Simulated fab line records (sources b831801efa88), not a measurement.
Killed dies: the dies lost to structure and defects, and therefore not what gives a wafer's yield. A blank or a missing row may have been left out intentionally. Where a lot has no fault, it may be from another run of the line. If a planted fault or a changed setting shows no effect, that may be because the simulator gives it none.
Problem report, 8D (eight disciplines) form, completed by code    flow sky130    the parts of the form that need people (team, actions taken, sign-off) are left out

1. WHAT WENT WRONG
VIA3_HDPCVD_THK at SKY_VIA3_THK_MEAS_01 reads a mean of 1288 nm on 2 wafers of 1 lot; wafers without a fault read 1629 nm with a standard deviation of 15. That is -23 standard deviations from the usual mean.
The first sign was on wafer L518.3 at day 42 09:51, on filmMetro-02. The record holds 14 wafers of 5 lots with a number at this step. Rule for "out" (also "out of limits"): further than 4 standard deviations from the usual mean. Any other wafer with a number is counted as sound.

2. WHAT IT IS AND WHAT IT IS NOT
question                     is                      is not
which readings at this step  VIA3_HDPCVD_THK         -
which lots                   L518                    L506, L514, L524, L525
which wafers of those lots   all that have a number  -
read on which gauges         filmMetro-02            filmMetro-03, filmMetro-04
when                         from day 42 09:51       up to then (6 sound wafers); but 6 sound wafers of L524, L525 came after

3. WHAT RULES OUT EACH SUSPECT
Counting: a tool at a process step up to the reading stays a suspect if it ran every lot that is out and no sound lot after the first of them.
- the gauge at SKY_VIA3_THK_MEAS_01 has been ruled out. All the wafers that are out were read on filmMetro-02, but those of them that SKY_VIA3_HDPCVD_00 has rows for are out there too, on other tools.
- rieMetal-04 at SKY_METAL3_DESCUM_15 (chemistry O2, time 8 s): ruled out as a lasting fault. Sound lots L525 ran on it after its first lot that is out, L518 (day 42 08:40).
- rieMetal-04 at SKY_METAL3_ETCH_16 (etches BARC in N2/H2, stops on SiO2, time 88.2 s, target depth 60 nm): ruled out as a lasting fault. Sound lots L525 ran on it after its first lot that is out, L518 (day 42 08:43).
- rieMetal-01 at SKY_METAL3_METAL_ETCH_18 (etches the open film in Cl2/BCl3, stops on SiO2, target depth 845 nm, time 183.1 s): kept. It ran the lot that is out, L518 (day 42 08:51), and no sound lot after that; its last sound lot up to then is L514 (day 41 01:47).
- plasmaAsher-03 at SKY_METAL3_STRIP_19 (strips in O2/N2): kept. It ran the lot that is out, L518 (day 42 09:01), and no sound lot after that.
- hdpcvd-02 at SKY_VIA3_HDPCVD_00 (deposits SiO2, target thk 1635 nm, time 272.5 s): kept. It ran the lot that is out, L518 (day 42 09:40), and no sound lot after that; its last sound lot up to then is L514 (day 41 02:37). On those wafers its own readings are out: runLengthS.
After the count, these remain: rieMetal-01 at SKY_METAL3_METAL_ETCH_18, plasmaAsher-03 at SKY_METAL3_STRIP_19 and hdpcvd-02 at SKY_VIA3_HDPCVD_00.

4. THE CAUSE (what the simulator had put in)
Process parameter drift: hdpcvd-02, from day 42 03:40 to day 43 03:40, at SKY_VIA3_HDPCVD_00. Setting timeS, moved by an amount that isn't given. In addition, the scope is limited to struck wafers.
This tool is one of the 3 suspects left after counting.

5. THE EFFECT CHAIN, in route order
Each row: a reading whose mean over the struck wafers that have a number lies more than 3 standard deviations from the usual. Readings are gone through only where the record gives a usual standard deviation; hours: the median, over the lots, of the time from a lot's start at the first step in this table giving one to that lot's start at this step; sigmas: the change measured in usual standard deviations.
hours  step                  reading          usual    on struck wafers  change  sigmas
0      SKY_VIA3_HDPCVD_00    runLengthS       300.6 s  242.4             -58.2   -95
0      SKY_VIA3_THK_MEAS_01  VIA3_HDPCVD_THK  1629 nm  1288              -340    -23
Here are the process steps it includes:
- SKY_VIA3_HDPCVD_00: deposits SiO2, target thk 1635 nm, time 272.5 s.

6. WHAT WOULD HAVE CAUGHT IT SOONER
The first out-of-limits reading at a measuring or inspecting step in this record came at day 42 09:51, 6 hours after the fault's start at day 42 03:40.
At SKY_VIA3_HDPCVD_00, the tool's own readings (runLengthS) were out on each struck wafer the step has a row for, so an alarm limit on them would have fired on the first such wafer.
By day 42 09:51 the whole set of lots that are out, 1 in number, had already begun SKY_VIA3_HDPCVD_00 on hdpcvd-02. A hold on the tool at that time would have spared none of them.
